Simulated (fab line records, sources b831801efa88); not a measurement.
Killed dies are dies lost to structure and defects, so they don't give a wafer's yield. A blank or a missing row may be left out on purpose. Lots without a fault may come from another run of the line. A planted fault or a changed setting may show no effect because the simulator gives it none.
A struck lot beside a sound one | flow sky130 | 31 steps out of a route of 708
Sound: wafers L484.2, L484.3, L484.5. Struck: wafers L495.1, L495.4, L495.5. The cause comes at the end.
At each step with rows: each side's tool, then ch and its chambers, then its first start. Under that, the readings that differ: sound wafers | struck wafers | difference of the means | sigmas: that difference in standard deviations of wafers without a fault.
alike: readings whose means differ by less than 2 such deviations, and words and numbers that are the same on both sides. not compared: withheld readings, readings that some wafer has no value for, bounds like >300 that may hide the same value, and numbers for which the record gives no deviation and whose values overlap.
The two part at a step that has a row with sigmas, a row that says differs or no value, or rows on one side only. Numbers that don't overlap but have no deviation are shown without sigmas and don't part them. A reading that every wafer of one side lacks parts them only if that side has two wafers or more.

first, 1 step without rows for these wafers: SKY_PWDE_IMPLANT_08.
SKY_PWDE_STRIP_09: strips in O2/N2.
  sound on plasma_asher-01 ch 0,1, day 5 04:44; struck on plasma_asher-04 ch 1, day 7 08:21
  alike: drypump_motor_current_A, oes_product_au, strip_time_to_endpoint_s
  not compared: rf_hours_counter_h
SKY_PWDE_TW_MEAS_10:
  sound on film_metro-01, day 5 04:50; struck on film_metro-02, day 7 08:27
  reading | sound       | struck      | difference | sigmas
  PWDE_TW | 381 381 382 | 372 370 371 | -10        | -3
then, 7 steps without rows for these wafers: SKY_NWELL_DEHYDRATE_03 (time 60 s); SKY_NWELL_HMDS_04 (prime time 60 s); SKY_NWELL_COAT_05 (resist thk 3000 nm); SKY_NWELL_SOFTBAKE_06; SKY_NWELL_EXPOSE_07 (exposes mask NWM, target cd 840 nm); SKY_NWELL_PEB_08; SKY_NWELL_DEVELOP_09 (develop time 60 s).
SKY_NWELL_OVL_MEAS_10:
  sound on overlay-01, day 5 23:08; struck on overlay-02, day 8 04:16
  alike: NWELL_00_OVL
then, 1 step without rows for these wafers: SKY_NWELL_IMPLANT_11.
SKY_NWELL_IMPLANT_12:
  sound on implanter-04 ch 0, day 5 23:20; struck on implanter-03 ch 0, day 8 04:46
then, 1 step without rows for these wafers: SKY_NWELL_IMPLANT_13.
SKY_NWELL_STRIP_14: strips in O2/N2.
  sound on plasma_asher-04 ch 0,1, day 5 23:37; struck on plasma_asher-02 ch 0,1, day 8 05:04
  alike: drypump_motor_current_A, oes_product_au, strip_time_to_endpoint_s
  not compared: rf_hours_counter_h
SKY_NWELL_TW_MEAS_15:
  sound on film_metro-02, day 5 23:43; struck on film_metro-02, day 8 05:10
  alike: NWELL_TW
then, 7 steps without rows for these wafers: SKY_NWELL_DEHYDRATE_16 (time 60 s); SKY_NWELL_HMDS_17 (prime time 60 s); SKY_NWELL_COAT_18 (resist thk 3000 nm); SKY_NWELL_SOFTBAKE_19; SKY_NWELL_EXPOSE_20 (exposes mask NWM COMPLEMENT, target cd 840 nm); SKY_NWELL_PEB_21; SKY_NWELL_DEVELOP_22 (develop time 60 s).
SKY_NWELL_OVL_MEAS_23:
  sound on overlay-01, day 6 17:58; struck on overlay-01, day 9 00:58
  alike: NWELL_01_OVL
then, 1 step without rows for these wafers: SKY_NWELL_IMPLANT_24.
SKY_NWELL_STRIP_25: strips in O2/N2.
  sound on plasma_asher-03 ch 0, day 6 18:09; struck on plasma_asher-03 ch 0,1, day 9 01:10
  alike: drypump_motor_current_A, oes_product_au, strip_time_to_endpoint_s
  not compared: rf_hours_counter_h
SKY_NWELL_TW_MEAS_26:
  sound on film_metro-03, day 6 18:16; struck on film_metro-02, day 9 01:16
  alike: NWELL_2_TW
then, 1 step without rows for these wafers: SKY_NWELL_CLEAN_27 (cleans in SC1/SC2, time 150 s).
SKY_NWELL_RTA_28: time 30 s.
  sound on rtp_anneal-02 ch 0, day 6 18:23; struck on rtp_anneal-01 ch 0, day 9 01:25
  alike: lamp_power_pct, wafer_temp_C_max
SKY_NWELL_RS_MEAS_29: measures by four-point-probe.
  sound on film_metro-02, day 6 18:29; struck on film_metro-03, day 9 01:31
  reading           | sound             | struck            | difference | sigmas
  NWELL_RS (ohm/sq) | 624.8 625.5 624.9 | 594.0 595.2 593.8 | -30.7      | -20
-- the record jumps here: 40 days lie between the struck wafers' starts before and after (it left off in module NWELL and takes up again in module PAD_OPEN, whose first step shown is number 708 of the route) --
SKY_PAD_OPEN_PROBE_99:
  sound on prober-01, day 46 23:37; struck on prober-02, day 49 03:28
  reading                                | sound                         | struck                        | difference | sigmas
  killed_short                           | 49 33 27                      | 52 53 46                      | +14        | +2
  model.etest.nfet_16v.r_on_ohm_um       | 1.401e+04 1.388e+04 1.394e+04 | 1.307e+04 1.332e+04 1.335e+04 | -6.967e+02 |
  model.etest.pfet_16v.r_on_ohm_um       | 1.53e+04 1.531e+04 1.541e+04  | 1.591e+04 1.589e+04 1.598e+04 | +5.867e+02 |
  model.etest.pfet_g5v0d10v5.r_on_ohm_um | 4828 4844 4766                | 5131 5171 5207                | +357       |
  model.etest.tip_p.rs_ohm_sq            | 6873 6924 6916                | 7211 7244 7299                | +347       |
  model.etest.tip_p_5v.rs_ohm_sq         | 2861 2868 2855                | 3092 3062 3085                | +218       |
  model.etest.pfet_01v8.r_on_ohm_um      | 2848 2956 2884                | 3097 3104 3166                | +226       |
  model.etest.pfet_g5v0d10v5.drive_ua_um | 336.6 330.1 338.4             | 308.3 307.2 298.7             | -30.3      |
  model.etest.pfet_01v8_lvt.drive_ua_um  | 173.5 172.3 175.8             | 148.2 147.7 145.6             | -26.7      |
  alike: killed_at_M0_to_M3, killed_at_M4_up, killed_at_contacts, killed_at_front_end, killed_at_other, killed_dies, killed_open

WHERE THEY PART
First at SKY_PWDE_TW_MEAS_10; last, within this record, at SKY_PAD_OPEN_PROBE_99.

WHY: what the simulator had put in
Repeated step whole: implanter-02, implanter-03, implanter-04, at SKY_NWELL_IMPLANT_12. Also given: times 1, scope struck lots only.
